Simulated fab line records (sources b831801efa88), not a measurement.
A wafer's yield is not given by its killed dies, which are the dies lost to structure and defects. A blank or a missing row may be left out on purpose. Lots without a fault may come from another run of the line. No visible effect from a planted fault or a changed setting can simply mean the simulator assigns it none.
Lot-split experiment -- flow sfq_line -- 23 wafers read across 5 lots, on a route 325 steps long

== THE SPLIT ITSELF ==
At SFQ_TRILAYER_M4_LITHO_COAT_093 (resist thk 600 nm), the setting resist_thk_nm was moved away from the recipe's 600 nm on 11 of the 23 wafers read, by -5.9% to +5.7%. This setting was run at the recipe's value on the other wafers.

== FROM THE SPLIT TO THE READING: what the file shows between them, 3 steps ==
- SFQ_TRILAYER_M4_LITHO_SOFTBAKE_097
- SFQ_TRILAYER_M4_LITHO_EXPOSE_094: exposes mask M4, target cd 500 nm
- SFQ_TRILAYER_M4_BARC_OPEN_METAL_ETCH_123: etches BARC in O2, target depth 125 nm, time 41.7 s

== THE READING ==
KrF_of_TRILAYER_M4_LITHO_COAT_093.thk_nm (the simulator's own value, which no gauge read), in nm, at SFQ_TRILAYER_M4_ETCH_METAL_ETCH_096 (etches Nb in Cl2/Ar, stops on SiO2, target depth 240 nm, time 120 s). No usual value for it is given in the file. Average 386.6 nm, standard deviation 2.6 nm, over the 12 wafers here run with the recipe.

wafer,"tool, chamber at the split","resist_thk_nm as run, nm",against the recipe,"KrF_of_TRILAYER_M4_LITHO_COAT_093.thk_nm, nm",against lot-mates on the recipe
L074.1,"litho_track-02, 0",634.4,+5.7%,420.2,+36.1
L074.2,"litho_track-02, 0",600,recipe,384.7,-
L074.3,"litho_track-02, 0",600,recipe,384.1,-
L074.4,"litho_track-02, 0",600,recipe,383.5,-
L074.5,"litho_track-02, 0",634.4,+5.7%,416.6,+32.5
L075.1,"litho_track-01, 0",600,recipe,387.4,-
L075.2,"litho_track-01, 0",600,recipe,390.3,-
L075.4,"litho_track-01, 0",600,recipe,387.9,-
L079.1,"litho_track-02, 0",600,recipe,386.1,-
L079.3,"litho_track-02, 0",565.1,-5.8%,352.2,-34.1
L079.4,"litho_track-02, 0",600,recipe,386.4,-
L079.5,"litho_track-02, 0",565.1,-5.8%,351.7,-34.6
L079.6,"litho_track-02, 0",565.1,-5.8%,356.9,-29.4
L081.2,"litho_track-01, 0",600,recipe,384.6,-
L081.3,"litho_track-01, 0",564.8,-5.9%,351.3,-37.2
L081.4,"litho_track-01, 0",600,recipe,392.4,-
L081.5,"litho_track-01, 0",564.8,-5.9%,349.7,-38.8
L081.6,"litho_track-01, 0",564.8,-5.9%,355,-33.5
L084.1,"litho_track-01, 0",600,recipe,387,-
L084.2,"litho_track-01, 0",579.1,-3.5%,365,-20.7
L084.3,"litho_track-01, 0",579.1,-3.5%,364.4,-21.3
L084.4,"litho_track-01, 0",600,recipe,384.4,-
L084.5,"litho_track-01, 0",579.1,-3.5%,363.6,-22.1

FIT RESULTS
A straight line over all 23 wafers: KrF_of_TRILAYER_M4_LITHO_COAT_093.thk_nm changes by +5.76 nm for each +1% of resist_thk_nm; r = +0.99; the points scatter about the line by 2.5 nm.
The same after taking each lot's own level away (the mean of its wafers on the recipe; 23 wafers): +5.96 nm for each +1%; r = +0.99; scatter 2.2 nm.
Per that fit: largest resist_thk_nm move, reading shift of 35 nm.
Across the lots, their own levels run from 384.10 to 388.53 nm, a range of 1.7 times the standard deviation given above.
Consequently the slope shifts little with the lot-to-lot level, the two slopes agreeing.
Check: -34.7 nm against its lot-mates is what the line predicts for one of the wafers moved furthest among these (-5.9%) when that wafer is left out of the fit. It came out at -37.2 nm against them.

== THE OTHER SPLITS THESE WAFERS WENT THROUGH ==
These wafers also went through other splits before the reading. Each is held against what the fit with the lots' levels taken away leaves over:
other split on the same wafers,wafers away from the commonest value,r with KrF_of_TRILAYER_M4_LITHO_COAT_093.thk_nm (lot level and that fit taken away)
SFQ_TRILAYER_I2_VIA_BARC_OPEN_VIA_ETCH_096 time_s,6,-0.45
SFQ_TRILAYER_M3_LITHO_COAT_075 spin_rpm,4,-0.30

== THE WHOLE CHAIN: every reading that the file lists as answering this split, in the file's order ==
step,what it does,reading,change (the file's fit),r (the file's)
SFQ_TRILAYER_M4_LITHO_COAT_093,resist thk 600 nm,"KrF_of_TRILAYER_M4_LITHO_COAT_093.thk_nm (the simulator's own value, which no gauge read)",+5.9 nm for each +1% of the setting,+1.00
SFQ_TRILAYER_M4_ETCH_METAL_ETCH_096,"etches Nb in Cl2/Ar, stops on SiO2, target depth 240 nm, time 120 s","KrF_of_TRILAYER_M4_LITHO_COAT_093.thk_nm (the simulator's own value, which no gauge read)",+5.96 nm for each +1% of the setting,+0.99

== FILE'S OWN FIT ==
KrF_of_TRILAYER_M4_LITHO_COAT_093.thk_nm changes by +5.96 nm for each +1% of resist_thk_nm, r = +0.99.
